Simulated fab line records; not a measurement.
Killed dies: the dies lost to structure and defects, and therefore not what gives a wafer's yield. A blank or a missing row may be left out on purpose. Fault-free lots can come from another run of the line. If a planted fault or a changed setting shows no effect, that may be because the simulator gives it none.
A single fault, viewed from 2 desks ; flow gf180mcu ; numbers are kept per desk, each desk with only its own; the story behind them comes last

== FROM THE METROLOGY DESK ==
Means of the sampled wafers that have a number, per lot and without regard to the tool the lot ran on: this is what the gauges read. The brackets show how far a lot's mean lies from the usual mean; more than 4 standard deviations puts the lot out of limits, marked OUT.
Columns: A = HV_LDD_OVL at GF_HV_LDD_OVL_MEAS_08, usual -0.2 nm; B = HV_LDD_RS at GF_HV_LDD_RS_MEAS_53, usual 418.7 ohm/sq; C = HV_LDD_CVD_54_THK at GF_HV_LDD_THK_MEAS_55, usual 10.07 nm
lot;first seen here;A;B;C
L467;day 10 12:58;-1.1;419.1;10.04
L468;day 11 01:04;0.5;418.8;10.10
L469;day 11 09:13;-1.1;419.0;9.99
L470;day 11 11:05;1.5;419.8;10.16
L471;day 11 16:26;1.3;418.7;9.97
L472;day 12 04:56;1.2;419.9;9.84
L476;day 13 08:55;-2.0;419.5;10.03
L481;day 14 19:16;-1.2;421.2;10.13
L482;day 15 00:38;-1.3;419.3;10.33
L483;day 15 11:07;-0.0;421.1;9.96
L486;day 16 11:34;0.6;418.0;10.07
L488;day 17 07:16;0.7;418.1;10.12
L489;day 17 17:07;0.2;420.0;9.96
This desk's finding: nothing out of limits on any of the 13 lots.

== THE TOOL OWNER'S DESK: implanter-04 ==
The tool's own readings at GF_HV_LDD_IMPLANT_33, given as means over the sampled wafers that have a number, one for each lot that went through this tool. The brackets show how far a lot's mean lies from the usual mean; more than 4 standard deviations puts the lot out of limits, marked OUT.
Columns: A = dose_ions_cm2 at GF_HV_LDD_IMPLANT_33, usual 7.503e+12; B = faraday_current_uA at GF_HV_LDD_IMPLANT_33, usual 42.3
lot;first seen here;A;B
L467;day 12 02:49;7.512e+12;41.7
L468;day 12 15:56;7.503e+12;42.3
L470;day 13 01:31;7.495e+12;43.7
L471;day 13 07:47;7.505e+12;42.3
L472;day 13 22:08;7.502e+12;42.1
L481;day 16 15:50;6.693e+12 (-99 or more) OUT;37.6 (-5.3) OUT
L483;day 17 09:40;6.699e+12 (-99 or more) OUT;37.7 (-5.1) OUT
This desk finds L481, L483 out of limits, L481 being first, at day 16 15:50 (dose_ions_cm2 at GF_HV_LDD_IMPLANT_33). Within limits: L467, L468, L470, L471, L472.

== PUT TOGETHER ==
An alarm could have come from the tool owner's desk at day 16 15:50, on L481, L483.
From the metrology desk's view, nothing was out of limits.
The metrology desk holds a record of L481, L483, inside its limits.
All the named lots went through GF_HV_LDD_IMPLANT_33 on implanter-04.

== WHAT THE SIMULATOR HAD INSERTED ==
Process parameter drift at GF_HV_LDD_IMPLANT_33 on implanter-04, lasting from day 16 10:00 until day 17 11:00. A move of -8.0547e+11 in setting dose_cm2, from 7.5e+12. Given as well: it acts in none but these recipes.
Shown lots that were struck: L481, L483.
Hours from the fault's start to each desk's first reading out of limits: the tool owner's desk, 6.
